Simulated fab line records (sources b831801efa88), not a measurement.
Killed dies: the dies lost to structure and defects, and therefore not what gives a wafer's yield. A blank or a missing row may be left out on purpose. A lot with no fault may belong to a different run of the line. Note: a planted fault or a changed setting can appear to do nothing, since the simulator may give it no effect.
A lot that was struck, set against a sound lot | flow sfq_line | 41 steps out of a route of 325
Sound: the wafers L824.2, L824.4, L824.6. Struck: wafer L828.1. (L828.2, L828.3 of the same lot were not struck and are left out.) The cause comes at the end.
Per side, at each step with rows, come the tool, then ch with its chambers, and then its first start. Under that, the readings that differ: sound wafers | struck wafers | difference of the means | sigmas: that difference in standard deviations of wafers without a fault.
alike: same words and numbers on both sides, and readings whose means sit less than 2 such deviations apart. not compared: any withheld reading, any reading some wafer has no value for, any bound like >300 that may hide the same value, and any number with overlapping values for which the record gives no deviation.
Wherever a step has rows on one side only, a row that says differs or no value, or a row with sigmas, the two part there. Non-overlapping numbers with no deviation appear without sigmas and do not part them. A reading missing from all wafers of one side parts the sides only when that side holds two or more wafers.

first, 3 steps without rows for these wafers: SFQ_TRILAYER_I4_VIA_LITHO_EXPOSE_104 (exposes mask I4, target cd 700 nm); SFQ_TRILAYER_I4_VIA_LITHO_PEB_106 (peb time 60 s); SFQ_TRILAYER_I4_VIA_LITHO_DEVELOP_105 (time 60 s).
SFQ_I4_OVL_MEAS_928:
  sound on overlay-01, day 49 10:26; struck on overlay-01, day 52 20:41
  reading     | sound | struck | difference | sigmas
  I4_OVL (nm) | 6 4 3 | -14    | -18        | -3
then, 1 step without rows for these wafers: SFQ_TRILAYER_I4_VIA_BARC_OPEN_VIA_ETCH_146 (etches BARC in O2, target depth 125 nm, time 41.7 s).
SFQ_TRILAYER_I4_VIA_ETCH_VIA_ETCH_106: etches SiO2 in CHF3, stops on Nb, target depth 260 nm.
  sound on rie_diel-04 ch 2,3, day 49 10:31; struck on rie_diel-03 ch 1, day 52 20:46
  alike: drypump_motor_current_A, oes_product_au, rf_fwd_power_W
then, 6 steps without rows for these wafers: SFQ_TRILAYER_I4_VIA_STRIP_STRIP_107 (strips in O2); SFQ_TRILAYER_I4_VIA_STRIP_SOLV_CLEAN_108 (cleans in NMP, time 600 s); SFQ_TRILAYER_JJ_TRILAYER_DEP_PRE_CLEAN_113 (time 22.5 s); SFQ_TRILAYER_JJ_TRILAYER_DEP_SPUTTER_109 (material Nb, target thk 150 nm, time 100 s); SFQ_TRILAYER_JJ_TRILAYER_DEP_SPUTTER_110 (material Al, target thk 8 nm, time 10 s); SFQ_TRILAYER_JJ_TRILAYER_DEP_AL_OXIDATION_111 (oxidation time 600 s).
SFQ_TRILAYER_JJ_TRILAYER_DEP_SPUTTER_112: material Nb, target thk 170 nm, time 113.3 s.
  sound on pvd_sputter-05, day 49 16:49; struck on pvd_sputter-04, day 52 22:47
  reading                                                      | sound           | struck | difference | sigmas
  model.Nb_of_TRILAYER_JJ_TRILAYER_DEP_SPUTTER_112.thk_nm (nm) | 170 170.4 170.8 | 215.1  | +44.7      |
  alike: throttle_valve_pct
SFQ_JJ_RS_MEAS_929: measurement is done with a four-point probe.
  sound on film_metro-02, day 49 16:55; struck on film_metro-04, day 52 23:09
  reading           | sound             | struck | difference | sigmas
  JJ_NB_RS (ohm/sq) | 1.049 1.043 1.044 | 0.826  | -0.219     | -26
  not compared: hold
then, 5 steps without rows for these wafers: SFQ_TRILAYER_JJ_CE_LITHO_COAT_114 (resist thk 600 nm); SFQ_TRILAYER_JJ_CE_LITHO_SOFTBAKE_118; SFQ_TRILAYER_JJ_CE_LITHO_EXPOSE_115 (exposes mask J5, target cd 700 nm); SFQ_TRILAYER_JJ_CE_LITHO_PEB_117 (peb time 60 s); SFQ_TRILAYER_JJ_CE_LITHO_DEVELOP_116 (time 60 s).
-- the record jumps here: 5 days lie between the struck wafers' starts before and after --
SFQ_JJ_OVL_MEAS_931:
  sound on overlay-01, day 54 23:08; struck on overlay-01, day 57 23:43
  alike: J5_OVL
SFQ_TRILAYER_JJ_CE_METRO_MEASURE_117:
  sound on cd_sem-01, day 54 23:22; struck on cd_sem-01, day 57 23:46
  alike: cd_nm
then, 1 step without rows for these wafers: SFQ_TRILAYER_JJ_CE_BARC_OPEN_RIE_150 (chemistry O2, target BARC, target depth 240 nm, time 80 s).
SFQ_TRILAYER_JJ_CE_ETCH_RIE_118: chemistry SF6, target Nb, stops on Al2O3, time 97.7 s, target depth 170 nm.
  sound on rie_metal-02 ch 0,1, day 55 00:28; struck on rie_metal-01 ch 1, day 58 01:03
  alike: drypump_motor_current_A, oes_product_au, rf_fwd_power_W
  not compared: rf_hours_counter_h
then, 9 steps without rows for these wafers: SFQ_TRILAYER_JJ_ANODIZE_ANODIZE_119; SFQ_TRILAYER_JJ_CE_STRIP_STRIP_120 (strips in O2); SFQ_TRILAYER_JJ_CE_STRIP_SOLV_CLEAN_121 (cleans in NMP, time 600 s); SFQ_TRILAYER_M5_LITHO_COAT_128 (resist thk 62 nm); SFQ_TRILAYER_M5_LITHO_COAT_123 (resist thk 600 nm); SFQ_TRILAYER_M5_LITHO_SOFTBAKE_127; SFQ_TRILAYER_M5_LITHO_EXPOSE_124 (exposes mask M5, target cd 700 nm); SFQ_TRILAYER_M5_LITHO_PEB_126 (peb time 60 s); SFQ_TRILAYER_M5_LITHO_DEVELOP_125 (time 60 s).
-- the record jumps here: 5 days lie between the struck wafers' starts before and after --
SFQ_M5_OVL_MEAS_932:
  sound on overlay-01, day 59 11:44; struck on overlay-01, day 62 14:15
  alike: M5_OVL
then, 4 steps without rows for these wafers: SFQ_TRILAYER_M5_BARC_OPEN_METAL_ETCH_161 (etches BARC in O2, target depth 125 nm, time 41.7 s); SFQ_TRILAYER_M5_ETCH_METAL_ETCH_126 (etches Nb in Cl2/BCl3, stops on SiO2, time 203.2 s, target depth 265 nm); SFQ_TRILAYER_M5_STRIP_STRIP_127 (strips in O2); SFQ_TRILAYER_M5_STRIP_SOLV_CLEAN_128 (cleans in NMP, time 600 s).
SFQ_TRILAYER_A5B_DEP_PECVD_129: deposits SiO2 from SiH4/N2O, time 133.33 s, target thk 600 nm.
  sound on pecvd-03 ch 1,2, day 59 12:47; struck on pecvd-04 ch 1, day 62 15:19
  alike: heater_power_w, rf_fwd_power_W, throttle_valve_pct
SFQ_TRILAYER_A5B_CMP_CMP_130: polishes, stops on Nb, target thk 340.7 nm.
  sound on cmp-02 ch 0,1,2, day 59 13:23; struck on cmp-01 ch 0, day 62 22:12
  alike: motor_current_A
following that, these wafers have no rows for 1 step: SFQ_TRILAYER_A5B_METRO_MEASURE_131.
-- the record jumps here: 5 days lie between the struck wafers' starts before and after --
SFQ_TRILAYER_R5_ETCH_METAL_ETCH_139: etches the open film in Cl2, stops on SiO2, target depth 60 nm, time 40 s.
  sound on rie_metal-03 ch 0,1, day 59 19:42; struck on rie_metal-01 ch 1, day 67 15:43
  reading                                                      | sound           | struck | difference | sigmas
  model.Nb_of_TRILAYER_JJ_TRILAYER_DEP_SPUTTER_112.thk_nm (nm) | 160 160.3 160.8 | 205.3  | +44.9      |
  alike: drypump_motor_current_A, oes_product_au, rf_fwd_power_W
  not compared: rf_hours_counter_h

## WHERE THEY PART
At SFQ_I4_OVL_MEAS_928 first; at SFQ_JJ_RS_MEAS_929 last (within this record only). Later steps at which nothing parts them and some readings are alike: SFQ_JJ_OVL_MEAS_931, SFQ_TRILAYER_JJ_CE_METRO_MEASURE_117, SFQ_TRILAYER_JJ_CE_ETCH_RIE_118, SFQ_M5_OVL_MEAS_932, SFQ_TRILAYER_A5B_DEP_PECVD_129, SFQ_TRILAYER_A5B_CMP_CMP_130, SFQ_TRILAYER_R5_ETCH_METAL_ETCH_139.

WHY: what had been put in by the simulator
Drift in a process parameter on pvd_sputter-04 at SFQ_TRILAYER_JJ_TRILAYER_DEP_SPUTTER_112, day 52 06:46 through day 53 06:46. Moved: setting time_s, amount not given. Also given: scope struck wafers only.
